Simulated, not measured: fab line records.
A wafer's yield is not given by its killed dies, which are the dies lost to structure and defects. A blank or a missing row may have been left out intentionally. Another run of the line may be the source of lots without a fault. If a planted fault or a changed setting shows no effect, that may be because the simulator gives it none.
Which tool did it?	flow sky130	7 lots, 21 wafers sampled, at 1 step of a route of 708

WHAT THE GAUGES SHOWED, per wafer
SKY_FIELD_ISO_BOW_MEAS_00.
lot	measured	on	INCOMING_BOW (um)
L694	day 1 15:00	film metro-02	-1 3 1
L699	day 2 16:00	film metro-01	-3 -3 1
L702	day 3 07:01	film metro-04	3 -3 -9
L709	day 4 18:00	film metro-01	5 1 1
L712	day 5 09:00	film metro-01	2 -7 7
L714	day 5 19:00	film metro-02	5 -3 7
L716	day 6 05:01	film metro-01	9 4 -2

WHICH TOOL RAN EACH LOT (tool, then ch and the chambers of the sampled wafers, then the start)
The record shows no process step preceding these readings.

THE ANSWER, worked out from the rows above alone
Rule: the usual values come from the lots themselves. Put in order of their means at a reading, lots are off if they are a third of the lots or fewer, leave a main group of 4 or more, and stand apart from it by a gap of 3 or more times the standard deviation of the main group's means; of several such gaps the widest counts. If all means in a main group match to the digits the tables above print for the reading, that group is not used. Also off: a lot with no number at a reading for which 4 or more lots have one. All remaining lots with rows at the step are treated as sound.
Nothing can be told from this: no lot is off at any reading shown.

WHAT THE SIMULATOR HAD INSERTED
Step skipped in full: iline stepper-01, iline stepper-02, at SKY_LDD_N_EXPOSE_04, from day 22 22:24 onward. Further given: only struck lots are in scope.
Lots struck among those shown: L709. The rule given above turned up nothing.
